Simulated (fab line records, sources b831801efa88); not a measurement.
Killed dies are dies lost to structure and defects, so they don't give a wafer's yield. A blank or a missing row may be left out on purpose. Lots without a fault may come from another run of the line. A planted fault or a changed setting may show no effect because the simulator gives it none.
Chamber matching | flow sky130 | SKY_VIA3_CMP_02 on cmp-01: 4 sister chambers
The step polishes SiO2. 4 wafers are shown with their chamber, then 10 later ones without.

WAFERS WITH THEIR CHAMBER
wafer  | chamber | motor_current_A (A)
L881.6 | 1       | 12.6
L887.6 | 0       | 11.8
L889.1 | 2       | 13.9
L889.2 | 3       | 11.5

WAFERS WITHOUT THEIR CHAMBER
wafer  | motor_current_A (A)
L889.4 | 12.9
L891.4 | 13.1
L891.5 | 11.5
L891.6 | 11.4
L894.3 | 12.0
L894.4 | 10.9
L894.6 | 13.5
L896.1 | 11.2
L896.4 | 13.1
L896.6 | 10.7

WHICH CHAMBER EACH WENT THROUGH
wafer  | from the rows above          | in truth
L889.4 | can't be placed: 1 or 2 or 0 | 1
L891.4 | can't be placed: 1 or 2 or 0 | 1
L891.5 | can't be placed: 3 or 0      | 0
L891.6 | can't be placed: 3 or 0      | 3
L894.3 | can't be placed: 0 or 3 or 1 | 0
L894.4 | can't be placed: 3 or 0      | 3
L894.6 | can't be placed: 2 or 1      | 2
L896.1 | can't be placed: 3 or 0      | 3
L896.4 | can't be placed: 1 or 2 or 0 | 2
L896.6 | can't be placed: 3 or 0      | 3
Placed correctly: 0 of 10. Can't be placed from these rows: 10 (the true chamber is among the candidates in 10). Placed wrongly: 0.
How it was worked out, from the rows above alone: a wafer's distance from a chamber is the root of the sum, over the readings, of the square of ((its reading less the chamber's mean) divided by the reading's scatter). The wafer belongs to the nearest chamber; if the next one is less than 2 further off, it can't be placed. A chamber's mean is the mean of its shown wafers. The scatter: with one shown wafer a chamber, the root of the mean of the squares of how far each hidden wafer lies from its nearest shown one.
